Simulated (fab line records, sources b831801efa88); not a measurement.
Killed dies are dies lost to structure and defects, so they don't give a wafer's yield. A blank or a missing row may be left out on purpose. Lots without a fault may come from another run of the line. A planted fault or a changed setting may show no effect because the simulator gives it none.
Which tool did it? | flow sky130 | 14 lots, 42 wafers sampled, at 3 steps of a route of 708

WHAT THE GAUGES READ, wafer by wafer
SKY_VT_ADJUST_PCH_OVL_MEAS_07. Usual: VT_ADJUST_PCH_OVL 0.4 nm, standard deviation 1.6.
lot  | measured     | on         | VT_ADJUST_PCH_OVL (nm) | flag
L468 | day 10 05:00 | overlay-02 | -0.8 1.4 1.2           |
L469 | day 10 14:18 | overlay-01 | 1.3 1.8 0.9            |
L470 | day 11 00:33 | overlay-01 | 2.0 -0.3 1.7           |
L471 | day 11 04:49 | overlay-01 | -2.7 0.0 -3.1          |
L473 | day 11 16:42 | overlay-01 | 0.3 2.6 0.4            |
L474 | day 12 04:27 | overlay-01 | 1.0 -1.3 -0.3          |
L475 | day 12 08:57 | overlay-01 | 1.1 -0.1 -0.5          |
L476 | day 12 15:39 | overlay-02 | -0.7 -1.4 -1.2         |
L477 | day 13 03:52 | overlay-01 | -1.0 0.8 -2.0          |
L479 | day 13 18:33 | overlay-01 | 0.5 1.8 2.8            |
L483 | day 15 00:09 | overlay-01 | - - -                  | OFF
L487 | day 16 13:21 | overlay-02 | - - -                  | OFF
L488 | day 16 22:38 | overlay-01 | 1.1 -0.4 1.5           |
L489 | day 17 05:46 | overlay-02 | -1.7 -0.1 -1.4         |

SKY_VT_ADJUST_PCH_TW_MEAS_10. Usual: VT_ADJUST_PCH_TW 143.1, standard deviation 2.
lot  | measured     | on            | VT_ADJUST_PCH_TW  | flag
L468 | day 10 05:17 | film_metro-04 | 143.5 144.0 143.9 |
L469 | day 10 14:35 | film_metro-01 | 140.9 140.3 141.0 |
L470 | day 11 00:53 | film_metro-01 | 140.3 141.0 140.7 |
L471 | day 11 05:06 | film_metro-04 | 145.5 144.2 144.6 |
L473 | day 11 16:59 | film_metro-01 | 141.2 141.1 140.6 |
L474 | day 12 04:50 | film_metro-03 | 144.8 145.6 144.8 |
L475 | day 12 09:14 | film_metro-03 | 145.2 144.5 144.6 |
L476 | day 12 15:56 | film_metro-01 | 140.3 139.8 140.7 |
L477 | day 13 04:09 | film_metro-01 | 140.7 140.4 139.9 |
L479 | day 13 18:50 | film_metro-01 | 139.5 140.2 139.5 |
L483 | day 15 00:26 | film_metro-03 | 30.4 30.5 30.5    | OFF
L487 | day 16 13:38 | film_metro-03 | 30.2 30.5 30.5    | OFF
L488 | day 16 22:55 | film_metro-03 | 144.6 144.5 144.6 |
L489 | day 17 06:03 | film_metro-01 | 140.6 139.8 140.5 |

WHICH TOOL RAN EACH LOT (tool, then ch and the chambers of the sampled wafers, then the start)
lot  | SKY_VT_ADJUST_PCH_DEVELOP_06
L468 | litho_track-02 ch 0, day 10 04:00
L469 | litho_track-02 ch 0, day 10 14:00
L470 | litho_track-03 ch 0, day 11 00:00
L471 | litho_track-04 ch 0, day 11 04:00
L473 | litho_track-03 ch 0, day 11 16:00
L474 | litho_track-03 ch 0, day 12 04:00
L475 | litho_track-02 ch 0, day 12 08:00
L476 | litho_track-03 ch 0, day 12 15:00
L477 | litho_track-03 ch 0, day 13 03:00
L479 | litho_track-02 ch 0, day 13 18:00
L483 | litho_track-02 ch 0, day 15 00:00
L487 | litho_track-02 ch 0, day 16 13:00
L488 | litho_track-04 ch 0, day 16 22:00
L489 | litho_track-04 ch 0, day 17 05:00
- SKY_VT_ADJUST_PCH_DEVELOP_06: develop time 60 s.

WHAT THE TOOLS THEMSELVES READ (means of the sampled wafers that have a number; where no wafer has one, the mark that the record gives instead)
SKY_VT_ADJUST_PCH_DEVELOP_06. Usual: chill_plate_temp_C 22.98 C, standard deviation 0.1; exhaust_pa 44.9 Pa, standard deviation 0.81; resist_line_temp_C 23.02 C, standard deviation 0.1.
lot  | tool           | chill_plate_temp_C (C) | exhaust_pa (Pa) | resist_line_temp_C (C) | flag
L468 | litho_track-02 | 23.02                  | 45.8            | 22.96                  |
L469 | litho_track-02 | 22.95                  | 44.8            | 22.87                  |
L470 | litho_track-03 | 22.84                  | 45.6            | 22.93                  |
L471 | litho_track-04 | 23.02                  | 45.9            | 23.16                  |
L473 | litho_track-03 | 23.00                  | 44.5            | 22.97                  |
L474 | litho_track-03 | 23.08                  | 44.6            | 22.92                  |
L475 | litho_track-02 | 22.95                  | 45.4            | 22.95                  |
L476 | litho_track-03 | 23.05                  | 45.0            | 23.12                  |
L477 | litho_track-03 | 23.08                  | 43.9            | 23.10                  |
L479 | litho_track-02 | 23.05                  | 44.1            | 23.04                  |
L483 | litho_track-02 | 22.79                  | 45.2            | 23.09                  |
L487 | litho_track-02 | 23.06                  | 44.1            | 22.95                  |
L488 | litho_track-04 | 22.94                  | 43.8            | 22.98                  |
L489 | litho_track-04 | 22.89                  | 46.0            | 23.05                  |

THE ANSWER, worked out from the rows above alone
Rule: a lot is off if the mean of its wafers that have a number lies more than 3 standard deviations from the usual mean. A lot without any number at a reading at which 4 lots or more have one is off too. The other lots that the step has rows for count as sound. The gauges are gone through in route order, then the tools' own readings, and for those a lot's mean is taken as printed above. The first step at which some lot is off is used, and at that step the reading that is off furthest; a lot without a number counts as furthest.
Off: L483, L487, at SKY_VT_ADJUST_PCH_OVL_MEAS_07 (VT_ADJUST_PCH_OVL). Without a number there: L483, L487.
A tool fits if, at a process step before that reading, it ran every lot that is off, and no sound lot after the first of them. The gauges at SKY_VT_ADJUST_PCH_OVL_MEAS_07 aren't tried: what is off there is off at SKY_VT_ADJUST_PCH_TW_MEAS_10 too, on other tools, and a gauge's error can't cause that. One fits: litho_track-02 at SKY_VT_ADJUST_PCH_DEVELOP_06. Its last sound lot is L479 (day 13 18:00), its first lot that is off L483 (day 15 00:00): a fault that began between those two fits.

WHAT THE SIMULATOR HAD PUT IN
Process parameter drift: litho_track-02, from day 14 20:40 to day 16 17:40, at SKY_VT_ADJUST_PCH_DEVELOP_06. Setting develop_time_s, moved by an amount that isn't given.
Lots struck among those shown: L483, L487. The rule above found the same.
